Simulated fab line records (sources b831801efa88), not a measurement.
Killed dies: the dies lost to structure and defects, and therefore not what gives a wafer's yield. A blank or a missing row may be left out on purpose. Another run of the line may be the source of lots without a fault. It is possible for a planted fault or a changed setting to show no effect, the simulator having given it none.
Which tool did it? + flow sky130 + 13 lots, 39 wafers sampled, at 4 steps of a route of 708

== WHAT THE GAUGES READ, wafer by wafer ==
SKY_CONTACT_BOW_MEAS_05.
| lot  | measured     | on            | CONTACT_BOW (um) |
|------|--------------|---------------|------------------|
| L735 | day 30 19:37 | film metro-04 | 88 80 94         |
| L736 | day 30 22:50 | film metro-04 | 80 90 73         |
| L737 | day 31 13:02 | film metro-03 | 98 79 84         |
| L738 | day 32 01:28 | film metro-01 | 89 88 71         |
| L739 | day 32 03:22 | film metro-03 | 90 85 83         |
| L743 | day 33 08:54 | film metro-01 | 86 69 92         |
| L749 | day 35 12:29 | film metro-01 | 77 83 85         |
| L750 | day 36 01:33 | film metro-03 | 83 81 82         |
| L752 | day 36 08:29 | film metro-03 | 89 78 83         |
| L753 | day 36 15:24 | film metro-03 | 87 70 76         |
| L754 | day 36 23:53 | film metro-03 | 77 82 70         |
| L757 | day 37 19:53 | film metro-03 | 69 68 89         |
| L756 | day 38 00:14 | film metro-04 | 83 81 71         |

SKY_METAL1_THK_MEAS_06: measures by xrf.
| lot  | measured     | on            | METAL1_ALCU_THK (nm) |
|------|--------------|---------------|----------------------|
| L735 | day 32 01:04 | film metro-01 | 245.8 247.2 246.9    |
| L736 | day 32 04:17 | film metro-03 | 249.1 248.5 247.3    |
| L737 | day 32 17:02 | film metro-03 | 247.6 243.1 244.3    |
| L738 | day 33 06:16 | film metro-01 | 244.1 245.3 247.7    |
| L739 | day 33 07:28 | film metro-01 | 244.4 245.0 244.1    |
| L743 | day 34 12:20 | film metro-01 | 248.4 249.2 246.1    |
| L749 | day 36 16:12 | film metro-03 | 243.8 245.7 242.8    |
| L750 | day 37 05:11 | film metro-03 | 240.8 241.9 243.2    |
| L752 | day 37 12:57 | film metro-03 | 252.5 249.2 245.9    |
| L753 | day 37 19:14 | film metro-03 | 242.7 241.4 242.8    |
| L754 | day 38 03:38 | film metro-02 | 244.4 244.7 244.0    |
| L757 | day 39 00:05 | film metro-01 | 242.5 246.7 247.7    |
| L756 | day 39 04:18 | film metro-02 | 244.6 246.8 245.4    |

SKY_VIA1_CD_MEAS_12: the cd target is 150 nm.
| lot  | measured     | on        | cd nm (nm)        |
|------|--------------|-----------|-------------------|
| L735 | day 34 07:21 | cd sem-02 | 151.8 150.8 150.4 |
| L736 | day 34 10:27 | cd sem-02 | 149.5 149.6 148.6 |
| L737 | day 34 23:57 | cd sem-02 | 149.7 150.6 149.3 |
| L738 | day 35 12:07 | cd sem-02 | 150.3 151.0 150.7 |
| L739 | day 35 12:33 | cd sem-02 | 150.3 150.5 149.6 |
| L743 | day 36 18:40 | cd sem-01 | 148.5 147.4 148.7 |
| L749 | day 38 21:25 | cd sem-02 | 149.8 151.8 148.8 |
| L750 | day 39 09:52 | cd sem-01 | 150.6 150.7 149.6 |
| L752 | day 39 17:20 | cd sem-01 | 148.1 146.7 147.3 |
| L753 | day 39 23:05 | cd sem-01 | 149.1 149.1 149.4 |
| L754 | day 40 08:05 | cd sem-02 | 148.3 151.6 148.9 |
| L757 | day 41 03:46 | cd sem-01 | 151.1 151.9 152.3 |
| L756 | day 41 06:35 | cd sem-02 | 147.8 147.1 147.1 |

== WHICH TOOL RAN EACH LOT (tool, then ch and the chambers of the sampled wafers, then the start) ==
| lot  | SKY_VIA1_CMP_02               |
|------|-------------------------------|
| L735 | cmp-02 ch 0,2,3, day 33 05:07 |
| L736 | cmp-02 ch 0,2,3, day 33 08:27 |
| L737 | cmp-02 ch 0,1,3, day 33 21:35 |
| L738 | cmp-02 ch 1,2, day 34 09:52   |
| L739 | cmp-01 ch 0,2,3, day 34 10:22 |
| L743 | cmp-02 ch 0,1,3, day 35 15:48 |
| L749 | cmp-01 ch 1,2, day 37 19:07   |
| L750 | cmp-02 ch 0,2,3, day 38 08:36 |
| L752 | cmp-02 ch 1,2,3, day 38 16:22 |
| L753 | cmp-01 ch 0,1,2, day 38 21:52 |
| L754 | cmp-02 ch 0,2, day 39 06:40   |
| L757 | cmp-01 ch 1,2, day 40 04:05   |
| L756 | cmp-02 ch 1,2,3, day 40 06:40 |
- SKY_VIA1_CMP_02: polishes SiO2.

== WHAT THE TOOLS THEMSELVES READ (means of the sampled wafers that have a number; where no wafer has one, the mark that the record gives instead) ==
SKY_VIA1_CMP_02.
| lot  | tool   | motor current A (A) | platen rpm (rpm) | retaining ring pressure frac |
|------|--------|---------------------|------------------|------------------------------|
| L735 | cmp-02 | 11.5                | 60.02            | 0.996                        |
| L736 | cmp-02 | 11.6                | 59.98            | 1.003                        |
| L737 | cmp-02 | 12.6                | 60.03            | 1.000                        |
| L738 | cmp-02 | 12.2                | 58.04            | 0.998                        |
| L739 | cmp-01 | 12.2                | 60.03            | 0.997                        |
| L743 | cmp-02 | 12.5                | 58.00            | 0.999                        |
| L749 | cmp-01 | 12.1                | 59.99            | 1.005                        |
| L750 | cmp-02 | 12.0                | 60.01            | 0.996                        |
| L752 | cmp-02 | 12.2                | 60.00            | 1.000                        |
| L753 | cmp-01 | 11.8                | 60.02            | 1.002                        |
| L754 | cmp-02 | 12.1                | 59.96            | 1.001                        |
| L757 | cmp-01 | 12.1                | 59.97            | 1.000                        |
| L756 | cmp-02 | 12.1                | 59.99            | 1.001                        |

== THE ANSWER, worked out from the rows above alone ==
Rule: usual is defined by the lots themselves. Put in order of their means at a reading, lots are off if they are a third of the lots or fewer, leave a main group of 4 or more, and stand apart from it by a gap of 3 or more times the standard deviation of the main group's means; of several such gaps the widest counts. If all means in a main group match to the digits the tables above print for the reading, that group is not used. A lot without any number at a reading at which 4 lots or more have one is off too. Where the step has rows for the other lots, those lots are counted as sound. Order of review: gauges by route order, followed by the tools' own readings, for which a lot's mean as printed above is used. At the first step where some lot is off, the reading lying furthest off is the one used; lots without a number count as furthest.
Off, at SKY_VIA1_CMP_02 on platen rpm: L738, L743. Mean 60.00 rpm and standard deviation 0.023 in the main group.
If a tool, at that step or one of the process steps before it, ran each lot that is off and ran no sound lot following the first of them, it fits. No candidate that was tried fits.

== WHAT THE SIMULATOR HAD PUT IN ==
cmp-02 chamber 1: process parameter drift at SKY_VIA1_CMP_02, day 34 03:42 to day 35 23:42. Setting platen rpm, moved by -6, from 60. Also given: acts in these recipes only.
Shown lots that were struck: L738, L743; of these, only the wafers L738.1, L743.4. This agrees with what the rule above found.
